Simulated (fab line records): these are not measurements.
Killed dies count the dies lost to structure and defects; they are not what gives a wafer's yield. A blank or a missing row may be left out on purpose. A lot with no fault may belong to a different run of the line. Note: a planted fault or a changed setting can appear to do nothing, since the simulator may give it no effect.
Split-lot study :: flow sky130 :: 23 wafers read across 5 lots, on a route 708 steps long

== THE SPLIT ==
At SKY_LDD_P_IMPLANT_09, the setting energy-kev was moved away from the recipe's 25 on 9 of the 23 wafers read, by -3.7% to +4.0%. This setting was run at the recipe's value on the other wafers.

== THE PATH FROM SPLIT TO READING: the file shows 1 step between them ==
- SKY_LDD_P_STRIP_10: strips in O2/N2

== THE READING ==
LDD_P_TW, at SKY_LDD_P_TW_MEAS_11. Fault-free wafers of this fab line usually give 641.2, standard deviation 2.9.

wafer: L074.1
tool, chamber at the split: implanter-01, 0
energy-kev as run: 25.99
against the recipe: +4.0%
LDD_P_TW: 647.2
against lot-mates on the recipe: +8.4

wafer: L074.2
tool, chamber at the split: implanter-01, 0
energy-kev as run: 25
against the recipe: recipe
LDD_P_TW: 639.4
against lot-mates on the recipe: -

wafer: L074.3
tool, chamber at the split: implanter-01, 0
energy-kev as run: 25.99
against the recipe: +4.0%
LDD_P_TW: 645.0
against lot-mates on the recipe: +6.2

wafer: L074.5
tool, chamber at the split: implanter-01, 0
energy-kev as run: 25
against the recipe: recipe
LDD_P_TW: 638.3
against lot-mates on the recipe: -

wafer: L074.6
tool, chamber at the split: implanter-01, 0
energy-kev as run: 25.99
against the recipe: +4.0%
LDD_P_TW: 646.8
against lot-mates on the recipe: +8.0

wafer: L075.1
tool, chamber at the split: implanter-01, 0
energy-kev as run: 24.32
against the recipe: -2.7%
LDD_P_TW: 637.8
against lot-mates on the recipe: -3.2

wafer: L075.3
tool, chamber at the split: implanter-01, 0
energy-kev as run: 25
against the recipe: recipe
LDD_P_TW: 640.5
against lot-mates on the recipe: -

wafer: L075.4
tool, chamber at the split: implanter-01, 0
energy-kev as run: 24.32
against the recipe: -2.7%
LDD_P_TW: 636.0
against lot-mates on the recipe: -5.0

wafer: L075.5
tool, chamber at the split: implanter-01, 0
energy-kev as run: 25
against the recipe: recipe
LDD_P_TW: 641.5
against lot-mates on the recipe: -

wafer: L075.6
tool, chamber at the split: implanter-01, 0
energy-kev as run: 24.32
against the recipe: -2.7%
LDD_P_TW: 640.0
against lot-mates on the recipe: -1.0

wafer: L077.1
tool, chamber at the split: implanter-03, 0
energy-kev as run: 24.07
against the recipe: -3.7%
LDD_P_TW: 639.3
against lot-mates on the recipe: -9.3

wafer: L077.2
tool, chamber at the split: implanter-03, 0
energy-kev as run: 25
against the recipe: recipe
LDD_P_TW: 647.7
against lot-mates on the recipe: -

wafer: L077.4
tool, chamber at the split: implanter-03, 0
energy-kev as run: 24.07
against the recipe: -3.7%
LDD_P_TW: 635.8
against lot-mates on the recipe: -12.8

wafer: L077.5
tool, chamber at the split: implanter-03, 0
energy-kev as run: 24.07
against the recipe: -3.7%
LDD_P_TW: 637.7
against lot-mates on the recipe: -10.9

wafer: L077.6
tool, chamber at the split: implanter-03, 0
energy-kev as run: 25
against the recipe: recipe
LDD_P_TW: 649.5
against lot-mates on the recipe: -

wafer: L081.1
tool, chamber at the split: implanter-01, 0
energy-kev as run: 25
against the recipe: recipe
LDD_P_TW: 639.2
against lot-mates on the recipe: -

wafer: L081.3
tool, chamber at the split: implanter-01, 0
energy-kev as run: 25
against the recipe: recipe
LDD_P_TW: 638.2
against lot-mates on the recipe: -

wafer: L081.4
tool, chamber at the split: implanter-01, 0
energy-kev as run: 25
against the recipe: recipe
LDD_P_TW: 635.4
against lot-mates on the recipe: -

wafer: L085.1
tool, chamber at the split: implanter-01, 0
energy-kev as run: 25
against the recipe: recipe
LDD_P_TW: 639.5
against lot-mates on the recipe: -

wafer: L085.2
tool, chamber at the split: implanter-01, 0
energy-kev as run: 25
against the recipe: recipe
LDD_P_TW: 640.6
against lot-mates on the recipe: -

wafer: L085.3
tool, chamber at the split: implanter-01, 0
energy-kev as run: 25
against the recipe: recipe
LDD_P_TW: 639.3
against lot-mates on the recipe: -

wafer: L085.4
tool, chamber at the split: implanter-01, 0
energy-kev as run: 25
against the recipe: recipe
LDD_P_TW: 640.4
against lot-mates on the recipe: -

wafer: L085.5
tool, chamber at the split: implanter-01, 0
energy-kev as run: 25
against the recipe: recipe
LDD_P_TW: 635.6
against lot-mates on the recipe: -

FIT RESULTS
A straight line over all 23 wafers: LDD_P_TW changes by +1.13 for each +1% of energy-kev; r = +0.62; the points scatter about the line by 3.3.
The same after taking each lot's own level away (the mean of its wafers on the recipe; 23 wafers): +2.13 for each +1%; r = +0.91; scatter 2.1.
According to that fit, moving energy-kev by its largest amount changes the reading by 8.4.
The span of the lots' own levels, 637.60 to 648.60, comes to 3.8 times the standard deviation stated above.
So the lot-to-lot level blurs the effect unless lot-mates are compared.
Check: +8.22 against its lot-mates is what the line predicts for one of the wafers moved furthest among these (+4.0%) when that wafer is left out of the fit. Against them it came out at +8.35.

== OTHER SPLITS ON THESE WAFERS ==
Before the reading, these wafers also passed through other splits. Each is held against what the fit with the lots' levels taken away leaves over:
other split on the same wafers: SKY_POLY_GATE_EXPOSE_10 dose-mj
wafers away from the commonest value: 6
r with LDD_P_TW (lot level and that fit taken away): -0.24

other split on the same wafers: SKY_LDD_N_COAT_02 resist-thk-nm
wafers away from the commonest value: 6
r with LDD_P_TW (lot level and that fit taken away): -0.27

other split on the same wafers: SKY_LDD_N_IMPLANT_12 energy-kev
wafers away from the commonest value: 4
r with LDD_P_TW (lot level and that fit taken away): +0.41

other split on the same wafers: SKY_LDD_P_COAT_02 resist-thk-nm
wafers away from the commonest value: 10
r with LDD_P_TW (lot level and that fit taken away): +0.45

== THE WHOLE CHAIN: every reading that the file lists as answering this split, in the file's order ==
step: SKY_LDD_P_IMPLANT_09
what it does: 
reading: implant.rp-nm (the simulator's own value, which no gauge read)
change (the file's fit): +0.167 nm for each +1% of the setting
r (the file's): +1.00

step: SKY_LDD_P_IMPLANT_09
what it does: 
reading: implant.drp-nm (the simulator's own value, which no gauge read)
change (the file's fit): +0.0805 nm for each +1% of the setting
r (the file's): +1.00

step: SKY_LDD_P_TW_MEAS_11
what it does: 
reading: LDD_P_TW
change (the file's fit): +2.13 for each +1% of the setting
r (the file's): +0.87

== THE FILE'S OWN FIT ==
LDD_P_TW changes by +2.13 for each +1% of energy-kev, r = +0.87.
